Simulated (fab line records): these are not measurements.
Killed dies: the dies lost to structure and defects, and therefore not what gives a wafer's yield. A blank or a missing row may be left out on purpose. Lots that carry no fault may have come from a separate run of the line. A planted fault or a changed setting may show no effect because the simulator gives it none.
The tool behind it: which one? -- flow gf180mcu -- Sampling: 11 lots, 33 wafers, 6 of 602 route steps

## WHAT EACH GAUGE READ, for each wafer
GF_STI_THK_MEAS_22. Usual: STI_OXIDATION_01_THK typically reads 14.9 nm, with standard deviation 0.33.
lot,measured,on,STI_OXIDATION_01_THK (nm),flag
L156,day 3 00:08,film metro-02,14.8 14.7 14.7,
L157,day 3 04:26,film metro-04,15.0 14.8 14.8,
L158,day 3 10:53,film metro-02,14.8 15.4 15.1,
L166,day 5 09:07,film metro-02,14.6 14.4 14.4,
L167,day 5 09:08,film metro-03,14.9 14.5 14.9,
L169,day 5 18:15,film metro-03,15.2 15.1 15.5,
L170,day 5 23:49,film metro-04,14.5 14.5 14.5,
L171,day 6 08:01,film metro-02,14.7 14.7 14.7,
L172,day 6 13:33,film metro-02,14.7 14.8 14.8,
L174,day 7 01:41,film metro-03,14.6 14.6 14.6,
L175,day 7 09:50,film metro-04,14.9 15.1 14.9,

GF_HV_LDD_THK_MEAS_57. Usual: HV_LDD_CVD_56_THK typically reads 89.9 nm, with standard deviation 0.81.
lot,measured,on,HV_LDD_CVD_56_THK (nm),flag
L156,day 13 11:29,film metro-03,89.5 90.4 90.1,
L157,day 13 18:40,film metro-01,79.6 79.6 79.5,OFF
L158,day 14 06:40,film metro-04,81.4 81.4 81.0,OFF
L166,day 17 08:15,film metro-03,90.4 90.1 90.9,
L167,day 17 09:41,film metro-01,89.4 89.9 89.6,
L169,day 17 22:11,film metro-01,90.1 90.1 89.9,
L170,day 18 09:44,film metro-01,90.3 89.7 89.8,
L171,day 19 01:10,film metro-03,91.4 91.3 90.8,
L172,day 19 12:43,film metro-01,90.9 90.0 90.6,
L174,day 20 00:40,film metro-03,88.3 90.0 89.2,
L175,day 20 23:44,film metro-01,89.2 89.1 89.4,

GF_CONTACT_RS_MEAS_25: measures by four-point-probe. Usual: CONTACT_W_RS typically reads 0.380 ohm/sq, with standard deviation 0.004.
lot,measured,on,CONTACT_W_RS (ohm/sq),flag
L156,day 17 04:56,film metro-03,0.377 0.383 0.381,
L157,day 17 11:50,film metro-01,0.379 0.384 0.381,
L158,day 18 01:45,film metro-01,0.377 0.376 0.378,
L166,day 21 11:18,film metro-04,0.380 0.381 0.383,
L167,day 21 12:29,film metro-01,0.383 0.390 0.389,
L169,day 22 02:16,film metro-04,0.383 0.380 0.382,
L170,day 22 12:14,film metro-03,0.374 0.380 0.376,
L171,day 23 04:51,film metro-03,0.373 0.375 0.380,
L172,day 23 13:33,film metro-03,0.377 0.376 0.381,
L174,day 24 00:23,film metro-04,0.375 0.383 0.381,
L175,day 24 21:53,film metro-01,0.385 0.384 0.384,

## EACH LOT AND THE TOOL THAT RAN IT (in order: tool; ch and the chambers of the sampled wafers; start)
lot,GF_HV_LDD_RTA_52,GF_HV_LDD_CVD_56,GF_HV_LDD_ETCHBACK_58
L156,"rtp anneal-02 ch 0, day 13 07:34","lpcvd-01 ch 1, day 13 09:20","rie diel-03 ch 0,1,3, day 13 11:32"
L157,"rtp anneal-02 ch 0, day 13 15:58","lpcvd-01 ch 0, day 13 17:13","rie diel-03 ch 1,2,3, day 13 18:42"
L158,"rtp anneal-01 ch 0, day 14 03:58","lpcvd-01 ch 1, day 14 05:14","rie diel-03 ch 0,2,3, day 14 06:43"
L166,"rtp anneal-02 ch 0, day 17 05:34","lpcvd-01 ch 1, day 17 06:49","rie diel-02 ch 0,1,3, day 17 08:18"
L167,"rtp anneal-01 ch 0, day 17 05:46","lpcvd-02 ch 0, day 17 07:32","rie diel-02 ch 0,1, day 17 09:44"
L169,"rtp anneal-01 ch 0, day 17 19:08","lpcvd-01 ch 1, day 17 20:46","rie diel-01 ch 0,2,3, day 17 22:15"
L170,"rtp anneal-01 ch 0, day 18 07:02","lpcvd-01 ch 1, day 18 08:17","rie diel-02 ch 0,1,3, day 18 09:46"
L171,"rtp anneal-01 ch 0, day 18 22:28","lpcvd-02 ch 1, day 18 23:44","rie diel-01 ch 0,2,3, day 19 01:13"
L172,"rtp anneal-01 ch 0, day 19 10:01","lpcvd-02 ch 1, day 19 11:17","rie diel-03 ch 0,2,3, day 19 12:46"
L174,"rtp anneal-02 ch 0, day 19 21:01","lpcvd-01 ch 0, day 19 23:13","rie diel-02 ch 1,3, day 20 00:43"
L175,"rtp anneal-02 ch 0, day 20 19:46","lpcvd-01 ch 0, day 20 22:19","rie diel-03 ch 1,2,3, day 20 23:48"
- GF_HV_LDD_RTA_52: time 10 s.
- GF_HV_LDD_CVD_56: deposits Si3N4 from DCS/NH3, target thk 90 nm, time 1543 s.
- GF_HV_LDD_ETCHBACK_58: etches Si3N4 in CH3F/O2, stops on SiO2, time 100 s, target depth 90 nm.

## AS READ BY THE TOOLS THEMSELVES (means over the sampled wafers that have a number; for cases with no such wafer, the mark the record gives instead)
GF_HV_LDD_RTA_52. Usual: lamp power pct 32.9 %, standard deviation 0.76; wafer_temp_C_max 1003.8, standard deviation 1.
lot,tool,lamp power pct (%),wafer_temp_C_max,flag
L156,rtp anneal-02,33.8,1004.9,
L157,rtp anneal-02,33.7,1004.9,
L158,rtp anneal-01,32.2,1003.6,
L166,rtp anneal-02,33.8,1004.1,
L167,rtp anneal-01,32.2,1002.9,
L169,rtp anneal-01,32.2,1003.0,
L170,rtp anneal-01,32.2,1003.5,
L171,rtp anneal-01,32.3,1003.0,
L172,rtp anneal-01,32.3,1003.5,
L174,rtp anneal-02,33.8,1004.2,
L175,rtp anneal-02,33.8,1004.5,

GF_HV_LDD_CVD_56. Usual: spike tc centre C 770.9 C, standard deviation 1.3; spike tc lower C 770.5 C, standard deviation 1.4; spike tc top C 780.8 C, standard deviation 2.8; spike tc upper C 770.0 C, standard deviation 1.4; susceptor temp C 770.0 C, standard deviation 0.34; zone power lower pct 13.8 %, standard deviation 1.4.
lot,tool,spike tc centre C (C),spike tc lower C (C),spike tc top C (C),spike tc upper C (C),susceptor temp C (C),zone power lower pct (%),flag
L156,lpcvd-01,771.7,770.8,781.9,769.4,769.8,12.7,
L157,lpcvd-01,764.6,764.2,771.6,765.1,764.3,15.5,OFF
L158,lpcvd-01,765.6,765.5,775.1,764.0,763.8,12.5,OFF
L166,lpcvd-01,771.5,771.7,780.4,769.8,770.4,12.6,
L167,lpcvd-02,769.6,769.4,786.1,769.6,769.9,15.5,
L169,lpcvd-01,771.7,771.4,780.1,768.9,769.8,12.6,
L170,lpcvd-01,771.7,771.3,780.9,770.3,770.3,12.6,
L171,lpcvd-02,769.7,769.5,781.7,771.4,769.9,12.9,
L172,lpcvd-02,770.5,768.7,780.0,770.8,769.7,12.9,
L174,lpcvd-01,770.2,770.3,779.0,772.7,769.9,16.0,
L175,lpcvd-01,769.4,770.4,777.3,771.5,770.5,15.7,

GF_HV_LDD_ETCHBACK_58. Usual: bias w 80.01 W, standard deviation 0.24; ch3f flow sccm 39.98 sccm, standard deviation 0.12; drypump motor current A 5.8 A, standard deviation 0.38; oes product au 0.843 a.u., standard deviation 0.0059; throttle valve pct 10.560 %, standard deviation 0.0089.
lot,tool,bias w (W),ch3f flow sccm (sccm),drypump motor current A (A),oes product au (a.u.),throttle valve pct (%),flag
L156,rie diel-03,79.82,40.03,5.4,0.841,10.563,
L157,rie diel-03,80.28,39.84,5.5,0.792,10.546,OFF
L158,rie diel-03,79.98,40.06,5.6,0.796,10.552,OFF
L166,rie diel-02,80.05,39.92,5.9,0.850,10.557,
L167,rie diel-02,79.94,39.99,5.6,0.842,10.556,
L169,rie diel-01,79.95,40.06,6.2,0.840,10.555,
L170,rie diel-02,80.26,40.02,5.9,0.845,10.557,
L171,rie diel-01,80.07,40.12,6.3,0.850,10.560,
L172,rie diel-03,79.85,40.02,5.6,0.846,10.568,
L174,rie diel-02,79.93,39.87,6.1,0.837,10.550,
L175,rie diel-03,80.15,39.97,5.5,0.844,10.566,

## THE ANSWER, worked out from the rows above alone
Rule: take the mean of a lot's wafers that have a number; if it is more than 3 standard deviations from the usual mean, the lot is off. Also off: a lot with no number at a reading for which 4 or more lots have one. Where the step has rows for the other lots, those lots are counted as sound. First the gauges in route order, then the tools' own readings, where a lot's mean is used as printed above. The first step at which some lot is off is used, and at that step the reading that is off furthest; a lot without a number counts as furthest.
Off: L157, L158, seen at GF_HV_LDD_THK_MEAS_57 (HV_LDD_CVD_56_THK).
If a tool, at a process step before that reading, ran all the lots that are off and no sound lot after the first of them, it fits. Not tried: the gauges at GF_HV_LDD_THK_MEAS_57; whatever is off there is also off at GF_HV_LDD_CVD_56, on other tools, and gauge error can't account for it. Not one of the candidates tried fits.

## WHAT WAS PUT IN BY THE SIMULATOR
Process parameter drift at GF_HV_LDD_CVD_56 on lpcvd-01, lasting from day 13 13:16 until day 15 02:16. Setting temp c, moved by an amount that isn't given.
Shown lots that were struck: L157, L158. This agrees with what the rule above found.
